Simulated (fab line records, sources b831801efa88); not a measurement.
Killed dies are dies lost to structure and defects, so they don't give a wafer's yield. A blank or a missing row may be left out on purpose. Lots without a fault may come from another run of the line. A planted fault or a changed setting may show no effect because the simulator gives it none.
fab line records | flow gf180mcu
record lots=13 wafers=39 last_day=34
route steps=602 shown M1@331 V1@349
lots that met no fault: from a run of the same line without faults
start_h: hours from the record's first day to the start of the lot's first wafer shown | wait_h: hours since the lot's step before | " the same as in the row above | L1.1+2: a row that stands for several wafers | - no value, or no start given | * or withheld: withheld | < > ~ a bound
route shown NAME@n: a module of which the file shows steps, and the number in the route of the first | usual: mean/standard deviation of fault-free wafers | same: alike in all rows | chamber/n: place in a boat | sites: the reading at each site | _std_site: their standard deviation | _edge_site: outer sites' mean less inner sites' | radius_mm: how far each site lies from the wafer's centre | mask NAME#n: copy n | behind: the tool/chamber that last shaped the wafer | hold: why the lot was held/for how many hours/how that ended | device: the transistor (n, p or np) that didn't switch | end of line: the same wafers' tests at the end of the route | a step without rows: its recipe alone | killed: dies lost to structure and defects at the first sort, not the wafer's yield | map: a wafer's dies, x killed, . not, _ none there
set.NAME: the setting as run; set.NAME@STEP: as run at that earlier step | model.NAME: the simulator's own value behind a step, which no gauge read
steps of the route over a sample of lots; a table a step, a row a wafer
services: from which hour (start_h, from the record's first day; less than 0 if before it) a tool's chamber was out of use, for how many hours, and why
## steps
# step GF_M1_METAL_ETCH_16
# recipe chemistry=Cl2/BCl3 mask_material=KrF target_depth_nm=627.5 stop_on=SiO2 pressure_mtorr=8 icp_w=800 bias_w=140 Cl2_flow_sccm=80 bcl3_flow_sccm=40 time_s=104.6
# usual drypump_motor_current_A=5.3/0.5 oes_product_au=0.971/0.0061 rf_fwd_power_W=795.6/2.5 throttle_valve_pct=28.249/0.0096
# columns lot.wafer tool chamber start_h wait_h drypump_motor_current_A oes_product_au rf_fwd_power_W rf_hours_counter_h throttle_valve_pct
L538.2 rie_metal-01 1 396.73 0.1 4.8 0.968 797.2 - 28.261
L538.3 " 1 " " 4.8 0.971 798.4 - 28.249
L538.5 " 1 " " 4.8 0.968 797.3 - 28.254
L539.4 rie_metal-01 1 401.02 0.1 4.8 0.977 796.1 - 28.246
L539.5 " 1 " " 4.8 0.963 795.9 - 28.241
L539.6 " 1 " " 4.8 0.966 795.3 - 28.271
L544.2 rie_metal-04 1 447.59 0.1 5.2 0.974 791.3 - 28.259
L544.3 " 1 " " 5.2 0.973 797.3 - 28.242
L544.6 " 1 " " 5.2 0.975 795.5 - 28.238
L546.3 rie_metal-01 0 463.78 0.1 4.8 0.967 795.1 - 28.253
L546.4 " 1 " " 4.8 0.976 793.6 - 28.253
L546.6 " 1 " " 4.8 0.980 797.7 - 28.239
L547.2 rie_metal-03 1 475.26 0.0 5.5 0.977 791.9 7 28.245
L547.3 " 1 " " 5.5 0.976 794.0 - 28.258
L547.4 " 0 " " 5.3 0.973 796.6 - 28.242
L548.2 rie_metal-01 0 485.09 0.1 4.7 0.972 794.8 - 28.264
L548.4 " 0 " " 4.7 0.958 793.2 - 28.239
L548.5 " 0 " " 4.7 0.978 795.0 - 28.251
L554.4 rie_metal-01 0 551.20 0.0 4.7 0.979 798.4 - 28.238
L554.5 " 1 " " 4.8 0.978 799.5 - 28.245
L554.6 " 0 " " 4.7 0.972 796.2 - 28.252
L555.1 rie_metal-04 1 552.36 0.0 5.2 0.977 797.7 9 28.256
L555.2 " 0 " " 6.2 0.969 796.8 2 28.263
L555.4 " 1 " " 5.2 0.971 794.7 - 28.256
L556.3 rie_metal-03 1 557.69 0.1 5.5 0.972 795.8 - 28.250
L556.5 " 0 " " 5.3 0.971 793.0 - 28.260
L556.6 " 1 " " 5.6 0.975 794.6 - 28.247
L557.2 rie_metal-01 0 559.21 0.0 4.7 0.974 793.0 3 28.260
L557.3 " 1 " " 4.8 0.960 796.7 - 28.249
L557.6 " 1 " " 4.8 0.970 795.4 - 28.230
L558.1 rie_metal-03 0 561.71 0.0 5.3 0.957 792.1 2 28.248
L558.4 " 0 " " 5.3 0.964 796.9 - 28.258
L558.6 " 0 " " 5.3 0.965 793.4 - 28.265
L559.1 rie_metal-04 1 577.44 0.0 5.2 0.973 793.8 10 28.235
L559.2 " 0 " " 6.3 0.956 797.6 2 28.249
L559.6 " 1 " " 5.2 0.976 795.4 - 28.255
L560.1 rie_metal-03 0 589.91 0.0 5.3 0.964 793.6 3 28.251
L560.2 " 1 " " 5.6 0.972 797.5 10 28.254
L560.4 " 0 " " 5.3 0.976 795.8 - 28.252
# step GF_V1_CD_MEAS_14
# recipe target_cd_nm=260
# usual cd_nm=259.7/1.4
# columns lot.wafer tool chamber start_h wait_h cd_nm
L538.2 cd_sem-01 - 421.33 0.1 261.1
L538.3 " - " " 260.5
L538.5 " - " " 260.0
L539.4 cd_sem-02 - 425.96 0.1 260.5
L539.5 " - " " 261.2
L539.6 " - " " 262.4
L544.2 cd_sem-01 - 472.48 0.1 257.7
L544.3 " - " " 257.9
L544.6 " - " " 258.0
L546.3 cd_sem-01 - 488.69 0.1 261.1
L546.4 " - " " 261.7
L546.6 " - " " 261.6
L547.2 cd_sem-02 - 500.07 0.1 259.4
L547.3 " - " " 259.1
L547.4 " - " " 258.2
L548.2 cd_sem-02 - 510.32 0.1 261.0
L548.4 " - " " 260.2
L548.5 " - " " 262.7
L554.4 cd_sem-01 - 574.86 0.1 259.8
L554.5 " - " " 259.4
L554.6 " - " " 260.4
L555.1 cd_sem-01 - 575.60 0.1 260.2
L555.2 " - " " 260.4
L555.4 " - " " 259.0
L556.3 cd_sem-02 - 581.34 0.1 257.5
L556.5 " - " " 256.8
L556.6 " - " " 258.8
L557.2 cd_sem-02 - 581.79 0.2 258.8
L557.3 " - " " 258.5
L557.6 " - " " 259.3
L558.1 cd_sem-01 - 584.60 0.1 261.0
L558.4 " - " " 261.7
L558.6 " - " " 261.2
L559.1 cd_sem-01 - 600.10 0.1 259.6
L559.2 " - " " 258.4
L559.6 " - " " 259.7
L560.1 cd_sem-02 - 611.75 0.1 258.9
L560.2 " - " " 258.0
L560.4 " - " " 259.7
# step GF_V1_CVD_23
# recipe material=W target_thk_nm=350 time_s=105.05 temp_c=400 pressure_torr=40
# usual chamber_pressure_Torr=40.02/0.085 heater_power_w=918/75
# columns lot.wafer tool chamber start_h wait_h chamber_pressure_Torr heater_power_w
L538.2 cvd_w-01 0 422.25 0.0 40.03 831
L538.3 " 1 " " 39.99 975
L538.5 " 1 " " 40.08 982
L539.4 cvd_w-02 0 426.91 0.1 40.02 843
L539.5 " 0 " " 40.15 864
L539.6 " 1 " " 40.05 994
L544.2 cvd_w-01 1 473.37 0.0 40.22 1003
L544.3 " 1 " " 39.91 949
L544.6 " 1 " " 40.07 990
L546.3 cvd_w-01 1 489.68 0.1 38.66 1030
L546.4 " 0 " " 38.56 839
L546.6 " 1 " " 38.69 996
L547.2 cvd_w-01 1 501.05 0.0 38.53 1012
L547.3 " 1 " " 38.67 993
L547.4 " 0 " " 38.79 844
L548.2 cvd_w-02 0 511.23 0.0 40.14 847
L548.4 " 1 " " 39.93 977
L548.5 " 1 " " 40.09 992
L554.4 cvd_w-02 1 575.76 0.1 40.00 976
L554.5 " 0 " " 40.03 838
L554.6 " 1 " " 39.99 988
L555.1 cvd_w-01 0 576.55 0.0 40.04 833
L555.2 " 1 " " 39.90 1028
L555.4 " 1 " " 40.03 1005
L556.3 cvd_w-01 1 582.26 0.1 39.92 1026
L556.5 " 1 " " 39.85 1001
L556.6 " 0 " " 40.03 864
L557.2 cvd_w-01 0 582.69 0.0 39.95 845
L557.3 " 1 " " 40.07 988
L557.6 " 0 " " 39.98 847
L558.1 cvd_w-02 0 585.53 0.0 40.00 846
L558.4 " 0 " " 39.88 865
L558.6 " 1 " " 40.02 1015
L559.1 cvd_w-01 1 601.02 0.0 40.10 1031
L559.2 " 0 " " 40.02 843
L559.6 " 1 " " 40.08 991
L560.1 cvd_w-02 1 612.70 0.0 40.09 981
L560.2 " 0 " " 40.03 866
L560.4 " 1 " " 40.14 989
# step GF_V1_THK_MEAS_25
# recipe thk_meas_gauge=xrf reads=W_of_V1_CVD_23
# usual V1_W_THK=354/4.5
# columns lot.wafer tool chamber start_h wait_h V1_W_THK[nm]
L538.2 film_metro-03 - 422.49 0.1 357
L538.3 " - " " 359
L538.5 " - " " 357
L539.4 film_metro-02 - 427.13 0.1 345
L539.5 " - " " 343
L539.6 " - " " 347
L544.2 film_metro-04 - 473.62 0.1 353
L544.3 " - " " 358
L544.6 " - " " 360
L546.3 film_metro-03 - 489.89 0.1 351
L546.4 " - " " 350
L546.6 " - " " 350
L547.2 film_metro-03 - 501.29 0.1 340
L547.3 " - " " 346
L547.4 " - " " 345
L548.2 film_metro-02 - 511.47 0.1 351
L548.4 " - " " 348
L548.5 " - " " 348
L554.4 film_metro-02 - 575.98 0.1 361
L554.5 " - " " 359
L554.6 " - " " 356
L555.1 film_metro-04 - 576.81 0.1 358
L555.2 " - " " 358
L555.4 " - " " 354
L556.3 film_metro-02 - 582.47 0.1 350
L556.5 " - " " 352
L556.6 " - " " 346
L557.2 film_metro-02 - 582.93 0.1 359
L557.3 " - " " 359
L557.6 " - " " 354
L558.1 film_metro-04 - 585.76 0.1 352
L558.4 " - " " 356
L558.6 " - " " 357
L559.1 film_metro-02 - 601.25 0.1 354
L559.2 " - " " 356
L559.6 " - " " 357
L560.1 film_metro-02 - 612.99 0.1 354
L560.2 " - " " 357
L560.4 " - " " 362
## services
# columns tool chamber start_h hours kind
rie_metal-04 - 376.69 2.8 pm
cvd_w-01 - 386.87 1.0 repair
rie_metal-01 0 389.95 - clean
rie_metal-01 0 389.95 16.2 scheduled_down
rie_metal-01 0 389.95 16.2 vent_cycle
cvd_w-01 - 390.00 14.0 pm
cvd_w-01 0 390.00 14.0 vent_cycle
cvd_w-01 1 390.00 14.0 vent_cycle
cvd_w-01 0 404.00 - clean
cvd_w-01 1 404.00 - clean
rie_metal-04 0 408.14 10.0 repair
rie_metal-03 - 423.67 0.5 repair
cvd_w-01 1 443.44 13.0 repair
cvd_w-01 - 448.14 4.3 pm
rie_metal-01 - 476.37 0.3 repair
cvd_w-01 - 478.47 0.5 repair
rie_metal-01 1 478.65 - clean
rie_metal-01 1 478.65 14.8 scheduled_down
rie_metal-01 1 478.65 14.8 vent_cycle
cvd_w-02 - 479.13 6.0 pm
rie_metal-01 - 492.32 0.3 repair
rie_metal-01 - 566.05 2.8 pm
rie_metal-01 0 571.16 3.9 repair
cvd_w-01 - 604.31 14.6 pm
## key
first_sign step=GF_V1_CVD_23 reading=chamber_pressure_Torr direction=down sigmas=16 usual=40.02 struck=38.65
effect step=GF_V1_THK_MEAS_25 reading=V1_W_THK direction=down sigmas=1.6 usual=354 struck=347
met_at GF_V1_CVD_23
struck_lots L546,L547
not_acting_at GF_M1_METAL_ETCH_16,GF_V1_CD_MEAS_14,GF_V1_THK_MEAS_25
onset_between 473.37 489.68
fault kind=process_parameter_drift tool=cvd_w-01 chamber=- onset_h=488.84 steps=GF_V1_CVD_23 channel=pressure_torr offset=-1.3841 shape=step end_h=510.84 acts_in=these_recipes_only stated=40
